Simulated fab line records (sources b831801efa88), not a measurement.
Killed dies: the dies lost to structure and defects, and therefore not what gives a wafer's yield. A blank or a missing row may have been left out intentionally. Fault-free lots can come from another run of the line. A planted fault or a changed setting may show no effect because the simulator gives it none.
Struck lot and sound lot, side by side | flow sky130 | 15 out of 708 route steps
Sound: these wafers, L816.1, L816.2, L816.5. Struck: wafer L823.4 (left out: L823.6, a lot-mate that was not struck); the cause follows at the end.
Each step with rows lists, per side, the tool, then ch with its chambers, then its first start. Under that, the readings that differ: sound wafers | struck wafers | difference of the means | sigmas: that difference in standard deviations of wafers without a fault.
alike: words and numbers the same on both sides, and readings whose means are apart by under 2 such deviations; not compared: readings that were withheld, readings missing a value for some wafer, numbers with overlapping values and no deviation given by the record, and bounds like >300 which may hide the same value.
The two part at a step that has a row with sigmas, a row that says differs or no value, or rows on one side only. Numbers that have no deviation but don't overlap get no sigmas and don't part them. Lack of a reading on every wafer of one side parts them only where that side has two or more wafers.

first, 4 steps without rows for these wafers: SKY_VIA2_SOFTBAKE_08 (time 90 s); SKY_VIA2_EXPOSE_09 (exposes mask VIM2, target cd 200 nm); SKY_VIA2_PEB_10; SKY_VIA2_DEVELOP_11 (develop time 60 s).
SKY_VIA2_CD_MEAS_12: target cd 200 nm.
  sound on cdSem-02 at day 38 10:46; struck on cdSem-01 at day 39 01:23
  alike: cdNm
SKY_VIA2_OVL_MEAS_13:
  sound on overlay-02 at day 38 10:53; struck on overlay-01 at day 39 01:28
  alike: VIA2_OVL
SKY_VIA2_ETCH_14: etches BARC in N2/H2, stops on SiO2, time 45.9 s, target depth 60 nm.
  sound on rieDiel-02 ch 1,3, day 38 10:56; struck on rieDiel-02 ch 2, day 39 01:29
  alike: drypumpMotorCurrentA, oesProductAu, throttleValvePct
  not compared: rfHoursCounterH
SKY_VIA2_ETCH_15: etches SiO2 in C4F8/O2/Ar, stops on TiN, target depth 546 nm, time 84 s.
  sound on rieDiel-02 ch 1,3, day 38 10:58; struck on rieDiel-02 ch 2, day 39 01:32
  alike: oesProductAu
  not compared: rfHoursCounterH
SKY_VIA2_STRIP_16: strips in O2/N2.
  sound on plasmaAsher-02 ch 0,1, day 38 11:02; struck on plasmaAsher-03 ch 1, day 39 01:38
  alike: drypumpMotorCurrentA, oesProductAu, stripTimeToEndpointS
  not compared: rfHoursCounterH
then, 3 steps without rows for these wafers: SKY_VIA2_STRIP_17 (strips in post etch residue remover, time 1200 s); SKY_VIA2_CLEAN_18 (cleans in IPA, time 180 s); SKY_VIA2_CLEAN_19 (cleans in O3/DIW).
SKY_VIA2_SPUTTER_20: material TiN, target thk 20 nm, time 80 s.
  sound on pvdSputter-02 at day 38 11:38; struck on pvdSputter-04 at day 39 02:13
reading                                 | sound             | struck | difference | sigmas
model.TiN_of_VIA2_SPUTTER_20.thkNm (nm) | 19.73 19.79 19.74 | 29.09  | +9.34      | 
  alike: throttleValvePct
SKY_VIA2_CVD_21: deposits W, target thk 420 nm, time 126.4 s.
  sound on cvdW-02 ch 0,1, day 38 11:41; struck on cvdW-02 ch 0, day 39 02:20
  alike: heaterPowerW, susceptorTempC
-- the record jumps here: 9 days lie between the struck wafers' starts before and after (it left off in module VIA2 and takes up again in module PAD_OPEN, whose first step shown is number 708 of the route) --
SKY_PAD_OPEN_PROBE_99:
  rows exist in the record for the struck wafers here (prober-01, day 48 01:14), but not for the sound ones

## WHERE THEY PART
Within this record, at SKY_PAD_OPEN_PROBE_99 only.

WHY: what the simulator had put in
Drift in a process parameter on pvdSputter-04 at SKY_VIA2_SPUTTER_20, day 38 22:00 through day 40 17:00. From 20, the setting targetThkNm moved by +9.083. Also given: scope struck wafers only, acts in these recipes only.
